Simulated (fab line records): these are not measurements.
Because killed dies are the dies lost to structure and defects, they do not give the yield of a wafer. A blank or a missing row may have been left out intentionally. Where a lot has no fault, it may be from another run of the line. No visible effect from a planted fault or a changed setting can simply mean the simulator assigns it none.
What tool caused it? ; flow gf180mcu ; Sampling: 12 lots, 36 wafers, 5 of 602 route steps

== WHAT THE GAUGES READ, wafer by wafer ==
GF_SAB_OVL_MEAS_10.
lot;measured;on;SAB_OVL (nm)
L591;day 15 06:52;overlay-01;-1.4 -1.8 -1.4
L592;day 15 16:28;overlay-02;-1.3 -0.9 -3.2
L593;day 15 17:43;overlay-01;-2.0 -1.5 -1.0
L595;day 16 13:52;overlay-02;0.9 1.7 1.8
L598;day 17 15:31;overlay-02;-1.6 -1.8 -1.2
L599;day 18 04:01;overlay-01;-0.6 0.2 -0.1
L602;day 18 23:27;overlay-02;-1.6 -0.2 -0.6
L603;day 19 12:58;overlay-02;-1.0 -1.7 -1.7
L607;day 21 00:06;overlay-02;-2.3 -3.0 -4.0
L608;day 21 03:49;overlay-01;1.0 1.3 -0.6
L609;day 21 09:58;overlay-01;-0.2 -0.9 -0.6
L614;day 23 03:37;overlay-02;-1.2 -1.4 -1.6

GF_M1_RS_MEAS_05: measures by four-point-probe.
lot;measured;on;M1_ALCU_RS (ohm/sq)
L591;day 16 08:04;film metro-03;0.0698 0.0696 0.0699
L592;day 16 17:47;film metro-01;0.0689 0.0690 0.0693
L593;day 16 19:18;film metro-04;0.0699 0.0701 0.0701
L595;day 17 14:59;film metro-03;0.0695 0.0694 0.0692
L598;day 18 18:05;film metro-04;0.0689 0.0692 0.0689
L599;day 19 07:07;film metro-04;0.0690 0.0689 0.0695
L602;day 20 02:29;film metro-01;0.0689 0.0692 0.0699
L603;day 20 15:50;film metro-03;0.0662 0.0693 0.0693
L607;day 22 02:49;film metro-03;0.0689 0.0697 0.0694
L608;day 22 06:58;film metro-01;0.0692 0.0702 0.0698
L609;day 22 12:07;film metro-04;0.0694 0.0690 0.0689
L614;day 24 04:23;film metro-04;0.0690 0.0687 0.0680

GF_M1_OVL_MEAS_15.
lot;measured;on;M1_OVL (nm)
L591;day 17 04:58;overlay-01;15 17 6
L592;day 17 16:13;overlay-01;-5 -4 -1
L593;day 17 17:27;overlay-02;4 2 6
L595;day 18 14:31;overlay-02;-4 1 1
L598;day 19 17:33;overlay-02;-1 1 4
L599;day 20 06:48;overlay-02;7 3 4
L602;day 21 02:09;overlay-02;5 -1 0
L603;day 21 15:49;overlay-01;10 7 11
L607;day 23 02:07;overlay-01;6 3 2
L608;day 23 05:37;overlay-02;3 0 1
L609;day 23 10:20;overlay-01;6 11 7
L614;day 25 02:05;overlay-01;11 9 6

== TOOL THAT RAN EACH LOT (tool first, then ch and the chambers of the sampled wafers, then the start) ==
lot;GF_CONTACT_ETCH_16;GF_M1_SPUTTER_02
L591;rie diel-01 ch 0,1,2, day 16 06:41;pvd sputter-04, day 16 07:58
L592;rie diel-01 ch 0,2,3, day 16 16:23;pvd sputter-01, day 16 17:40
L593;rie diel-01 ch 0,2,3, day 16 17:26;pvd sputter-04, day 16 19:10
L595;rie diel-04 ch 0,3, day 17 13:35;pvd sputter-04, day 17 14:52
L598;rie diel-02 ch 1,3, day 18 16:41;pvd sputter-04, day 18 17:58
L599;rie diel-02 ch 1,3, day 19 05:44;pvd sputter-03, day 19 07:01
L602;rie diel-04 ch 0,2,3, day 20 01:07;pvd sputter-01, day 20 02:23
L603;rie diel-02 ch 1,2,3, day 20 14:26;pvd sputter-04, day 20 15:43
L607;rie diel-02 ch 0,1,2, day 22 01:26;pvd sputter-01, day 22 02:43
L608;rie diel-04 ch 1,2, day 22 05:32;pvd sputter-01, day 22 06:49
L609;rie diel-02 ch 0,2, day 22 10:44;pvd sputter-01, day 22 12:02
L614;rie diel-01 ch 0,1,2, day 24 02:59;pvd sputter-04, day 24 04:16
- GF_CONTACT_ETCH_16: etches BARC in N2/H2.
- GF_M1_SPUTTER_02: material AlCu, target thk 450 nm, time 23.9 s.

== AS READ BY THE TOOLS THEMSELVES (means over the sampled wafers that have a number; for cases with no such wafer, the mark the record gives instead) ==
GF_CONTACT_ETCH_16.
lot;tool;drypump motor current A (A);oes product au (a.u.);throttle valve pct (%)
L591;rie diel-01;5.5;0.855;13.226
L592;rie diel-01;5.6;0.851;13.222
L593;rie diel-01;5.7;0.851;13.229
L595;rie diel-04;6.0;0.857;13.220
L598;rie diel-02;5.2;0.853;13.219
L599;rie diel-02;5.1;0.853;13.221
L602;rie diel-04;6.2;0.856;13.226
L603;rie diel-02;5.4;0.852;13.224
L607;rie diel-02;5.7;0.855;13.225
L608;rie diel-04;5.7;0.853;13.230
L609;rie diel-02;5.9;0.859;13.224
L614;rie diel-01;5.5;0.856;13.215

GF_M1_SPUTTER_02.
lot;tool;chamber pressure pa (Pa);throttle valve pct (%)
L591;pvd sputter-04;0.4001;30.8
L592;pvd sputter-01;0.3999;29.0
L593;pvd sputter-04;0.3999;30.4
L595;pvd sputter-04;0.4002;30.4
L598;pvd sputter-04;0.4000;30.8
L599;pvd sputter-03;0.4007;29.5
L602;pvd sputter-01;0.3996;29.7
L603;pvd sputter-04;0.3783;31.7
L607;pvd sputter-01;0.3988;29.4
L608;pvd sputter-01;0.3997;30.1
L609;pvd sputter-01;0.3993;29.8
L614;pvd sputter-04;0.3998;31.0

== THE ANSWER, worked out from the rows above alone ==
Rule: the lots themselves supply what counts as usual. Put in order of their means at a reading, lots are off if they are a third of the lots or fewer, leave a main group of 4 or more, and stand apart from it by a gap of 3 or more times the standard deviation of the main group's means; of several such gaps the widest counts. A main group is skipped when, at the precision printed for the reading in the tables above, its means are all equal. Also off: a lot with no number at a reading for which 4 or more lots have one. All remaining lots with rows at the step are treated as sound. After the gauges, taken in route order, come the tools' own readings; for these a lot's mean is taken, as printed above. The first step at which some lot is off is used, and at that step the reading that is off furthest; a lot without a number counts as furthest.
Off: L603 (GF_M1_SPUTTER_02, chamber pressure pa). Mean 0.3998 Pa and standard deviation 0.00047 in the main group.
A tool fits if, at that step or a process step before it, it ran every lot that is off, and no sound lot after the first of them. No candidate that was tried fits.

== WHAT THE SIMULATOR PUT IN ==
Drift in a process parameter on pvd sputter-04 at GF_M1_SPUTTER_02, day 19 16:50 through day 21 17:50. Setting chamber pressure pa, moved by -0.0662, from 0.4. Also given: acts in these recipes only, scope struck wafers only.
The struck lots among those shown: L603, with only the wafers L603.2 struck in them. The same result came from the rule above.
